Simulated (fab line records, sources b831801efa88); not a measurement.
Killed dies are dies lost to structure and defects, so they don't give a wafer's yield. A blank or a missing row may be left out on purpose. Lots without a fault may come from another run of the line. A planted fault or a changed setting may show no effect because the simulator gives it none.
Chamber matching | flow gf180mcu | GF_CONTACT_ETCH_16 on rie_diel-02: 4 sister chambers
The step etches BARC in N2/H2. 4 wafers are shown with their chamber, then 8 later ones without.

WAFERS WITH THEIR CHAMBER
wafer  | chamber | oes_product_au (a.u.)
L089.1 | 0       | 0.858
L089.2 | 2       | 0.857
L089.3 | 3       | 0.862
L089.4 | 1       | 0.855

WAFERS WITHOUT THEIR CHAMBER
wafer  | oes_product_au (a.u.)
L089.5 | 0.856
L089.6 | 0.855
L091.1 | 0.856
L091.2 | 0.851
L091.3 | 0.861
L091.4 | 0.855
L091.5 | 0.849
L091.6 | 0.852

WHICH CHAMBER EACH WENT THROUGH
wafer  | from the rows above               | in truth
L089.5 | can't be placed: 1 or 2 or 0 or 3 | 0
L089.6 | can't be placed: 1 or 2 or 0      | 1
L091.1 | can't be placed: 1 or 2 or 0 or 3 | 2
L091.2 | can't be placed: 1 or 2 or 0      | 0
L091.3 | can't be placed: 3 or 0 or 2 or 1 | 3
L091.4 | can't be placed: 1 or 2 or 0      | 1
L091.5 | can't be placed: 1 or 2 or 0      | 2
L091.6 | can't be placed: 1 or 2 or 0      | 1
Placed correctly: 0 of 8. Can't be placed from these rows: 8 (the true chamber is among the candidates in 8). Placed wrongly: 0.
How it was worked out, from the rows above alone: a wafer's distance from a chamber is the root of the sum, over the readings, of the square of ((its reading less the chamber's mean) divided by the reading's scatter). The wafer belongs to the nearest chamber; if the next one is less than 2 further off, it can't be placed. A chamber's mean is the mean of its shown wafers. The scatter: with one shown wafer a chamber, the root of the mean of the squares of how far each hidden wafer lies from its nearest shown one.
